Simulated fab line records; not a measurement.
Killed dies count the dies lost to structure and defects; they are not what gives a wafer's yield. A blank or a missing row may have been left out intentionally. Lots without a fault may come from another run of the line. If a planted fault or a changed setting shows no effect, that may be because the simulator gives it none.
Struck lot and sound lot, side by side :: flow sky130 :: 44 steps out of a route of 708
Sound: the wafers L189.2, L189.3, L189.6. Struck: wafers L191.3, L191.6. (L191.2 of the same lot was not struck and is left out.) The cause comes at the end.
Each step with rows lists, per side, the tool, then ch with its chambers, then its first start. Under that, the readings that differ: sound wafers :: struck wafers :: difference of the means :: sigmas: that difference in standard deviations of wafers without a fault.
alike: same words and numbers on both sides, and readings whose means sit less than 2 such deviations apart. not compared: any withheld reading, any reading some wafer has no value for, any bound like >300 that may hide the same value, and any number with overlapping values for which the record gives no deviation.
The two part at a step that has a row with sigmas, a row that says differs or no value, or rows on one side only. Numbers that have no deviation but don't overlap get no sigmas and don't part them. A reading missing from all wafers of one side parts the sides only when that side holds two or more wafers.

first, 3 steps without rows for these wafers: SKY_VIA2_CLEAN_18 (cleans in IPA, time 180 s); SKY_VIA2_CLEAN_19 (cleans in O3/DIW); SKY_VIA2_SPUTTER_20 (material TiN, target thk 20 nm, time 80 s).
SKY_VIA2_CVD_21: deposits W, target thk 420 nm, time 126.4 s.
  sound on cvd w-02 ch 0, day 41 15:16; struck on cvd w-02 ch 1, day 42 08:04
reading: heater power w (W)
sound: 715 704 684
struck: 866 903
difference: +184
sigmas: +3
SKY_VIA2_RS_MEAS_22: a four-point-probe measurement.
  sound: film metro-04 at day 41 15:26; struck: film metro-04 at day 42 08:13
  alike: VIA2_W_RS
SKY_VIA2_THK_MEAS_23: measures by xrf.
  sound: film metro-04 at day 41 15:32; struck: film metro-04 at day 42 08:19
  alike: VIA2_W_THK
SKY_VIA2_CMP_24: polishes, stops on SiO2, t overpolish 20 s, target thk 0 nm.
  sound on cmp-01 ch 0,1,2, day 41 15:41; struck on cmp-01 ch 0,1, day 42 08:28
  alike: motor current A, overpolish run s, time to endpoint s
then, 1 step without rows for these wafers: SKY_METAL3_SPUTTER_00 (material Ti, target thk 15 nm, time 10 s).
SKY_METAL3_SPUTTER_01: material TiN, target thk 20 nm, time 16.7 s.
  sound: pvd sputter-03 at day 41 15:55; struck: pvd sputter-04 at day 42 08:41
  alike: chamber pressure pa, throttle valve pct
then, 3 steps without rows for these wafers: SKY_METAL3_SPUTTER_02 (material AlCu, target thk 735 nm, time 39.1 s); SKY_METAL3_SPUTTER_03 (material Ti, target thk 5 nm, time 3.3 s); SKY_METAL3_SPUTTER_04 (material TiN, target thk 70 nm, time 58.3 s).
SKY_CAPM_CVD_00: deposits SiO2, target thk 15.5 nm.
  sound on pecvd-01 ch 0,2, day 41 16:02; struck on pecvd-01 ch 0, day 42 08:49
reading: model.SiO2_of_CAPM_CVD_00.thk nm (nm)
sound: 15.46 15.62 15.91
struck: 5.655 6.023
difference: -9.824
sigmas: 
  alike: heater power w
SKY_CAPM_THK_MEAS_01:
  sound: film metro-03 at day 41 16:04; struck: film metro-01 at day 42 08:52
reading: CAPM_CVD_00_THK (nm)
sound: 15.44 15.61 15.91
struck: 5.64 6.01
difference: -9.83
sigmas: -45
then, 1 step without rows for these wafers: SKY_CAPM_SPUTTER_02 (material TiN, target thk 200 nm, time 166.7 s).
SKY_CAPM_RS_MEAS_03: a four-point-probe measurement.
  sound: film metro-02 at day 41 16:15; struck: film metro-01 at day 42 09:02
  alike: CAPM_TIN_RS
SKY_CAPM_THK_MEAS_04: measures by xrf.
  sound: film metro-02 at day 41 16:22; struck: film metro-01 at day 42 09:09
  alike: CAPM_TIN_THK
then, 7 steps without rows for these wafers: SKY_CAPM_DEHYDRATE_05 (time 60 s); SKY_CAPM_HMDS_06 (prime time 60 s); SKY_CAPM_COAT_07 (resist thk 1140 nm); SKY_CAPM_SOFTBAKE_08 (time 60 s); SKY_CAPM_EXPOSE_09 (exposes mask CAPM, target cd 1000 nm); SKY_CAPM_PEB_10; SKY_CAPM_DEVELOP_11 (develop time 60 s).
SKY_CAPM_OVL_MEAS_12:
  sound: overlay-02 at day 42 15:18; struck: overlay-02 at day 43 07:41
  alike: CAPM_OVL
SKY_CAPM_METAL_ETCH_13: etches TiN in Cl2/BCl3, stops on SiO2, target depth 220 nm, time 62.9 s.
  sound on rie metal-03 ch 0,1, day 42 15:20; struck on rie metal-03 ch 0,1, day 43 07:43
  alike: drypump motor current A, oes product au, throttle valve pct
  not compared: rf hours counter h
then, 12 steps without rows for these wafers: SKY_CAPM_STRIP_14 (strips in O2/N2); SKY_CAPM_STRIP_15 (strips in post etch residue remover, time 1200 s); SKY_CAPM_CLEAN_16 (cleans in IPA, time 180 s); SKY_CAPM_CLEAN_17 (cleans in O3/DIW); SKY_METAL3_DEHYDRATE_05 (time 60 s); SKY_METAL3_HMDS_06 (prime time 60 s); SKY_METAL3_COAT_07 (resist thk 60 nm); SKY_METAL3_COAT_08 (resist thk 1140 nm); SKY_METAL3_SOFTBAKE_09 (time 90 s); SKY_METAL3_EXPOSE_10 (exposes mask MM3, target cd 300 nm); SKY_METAL3_PEB_11; SKY_METAL3_DEVELOP_12 (develop time 60 s).
SKY_METAL3_CD_MEAS_13: the cd target is 300 nm.
  sound: cd sem-01 at day 43 15:07; struck: cd sem-02 at day 44 08:47
reading: cd nm (nm)
sound: 296.8 298.3 297.2
struck: 302.6 301.1
difference: +4.4
sigmas: +3
SKY_METAL3_OVL_MEAS_14:
  sound: overlay-01 at day 43 15:13; struck: overlay-01 at day 44 08:53
  alike: METAL3_OVL
then, 1 step without rows for these wafers: SKY_METAL3_DESCUM_15 (chemistry O2, time 8 s).
SKY_METAL3_ETCH_16: etches BARC in N2/H2, stops on SiO2, time 88.2 s, target depth 60 nm.
  sound on rie metal-01 ch 1, day 43 15:20; struck on rie metal-01 ch 0,1, day 44 08:57
  alike: drypump motor current A, oes product au, throttle valve pct
  not compared: rf hours counter h
SKY_METAL3_ETCH_17: etches SiO2 in C4F8/O2/Ar, stops on TiN, time 3.9 s, target depth 15 nm.
  sound on rie diel-04 ch 1,2, day 43 15:31; struck on rie diel-04 ch 1,3, day 44 09:03
reading: oes product au (a.u.)
sound: 0.748 0.764 0.762
struck: 0.513 0.523
difference: -0.240
sigmas: -33

reading: model.etch.depth nm (nm)
sound: 15.46 15.62 15.91
struck: 5.655 6.023
difference: -9.824
sigmas: 
  not compared: rf hours counter h
-- the record jumps here: 6 days lie between the struck wafers' starts before and after (it left off in module METAL3 and takes up again in module PAD_OPEN, whose first step shown is number 708 of the route) --
SKY_PAD_OPEN_PROBE_99:
  sound: prober-01 at day 50 00:08; struck: prober-01 at day 50 09:24
reading: defect limited yield (%)
sound: 79.3 80.7 80.5
struck: 87.6 80.7
difference: +4.0
sigmas: +2

reading: killed dies
sound: 102 95 96
struck: 61 95
difference: -20
sigmas: -2

reading: model.etest.tester.sort n pass
sound: 390 397 396
struck: 0 0
difference: -394
sigmas: 

reading: model.etest.tester.sort yield pct (%)
sound: 79.27 80.69 80.49
struck: 0 0
difference: -80
sigmas: 

reading: model.etest.tester.sort_bin_4_pct (%)
sound: 0 0 0
struck: 87.26 78.08
difference: +82.67
sigmas: 

reading: model.etest.cap mim.bv v (V)
sound: 13.54 13.83 14.3
struck: 5.044 5.335
difference: -8.701
sigmas: 

reading: model.etest.cap mim.leak log10 a cm2
sound: -8.921 -9.069 -9.114
struck: -2.082 -2.544
difference: +6.722
sigmas: 

reading: model.etest.cap mim.c ff um2
sound: 2.367 2.33 2.269
struck: 6.447 5.989
difference: +3.896
sigmas: 

reading: model.etest.tester.sort_bin_8_pct (%)
sound: 0 0 0
struck: 6.927e-141 8.757e-115
difference: +4.378e-115
sigmas: 
  alike: killed_at_M0_to_M3, killed_at_M4_up, killed at contacts, killed at front end, killed at other, killed open, killed short

== WHERE THEY PART ==
Earliest at SKY_VIA2_CVD_21; latest, in this record, at SKY_PAD_OPEN_PROBE_99.

WHY: what the simulator had put in
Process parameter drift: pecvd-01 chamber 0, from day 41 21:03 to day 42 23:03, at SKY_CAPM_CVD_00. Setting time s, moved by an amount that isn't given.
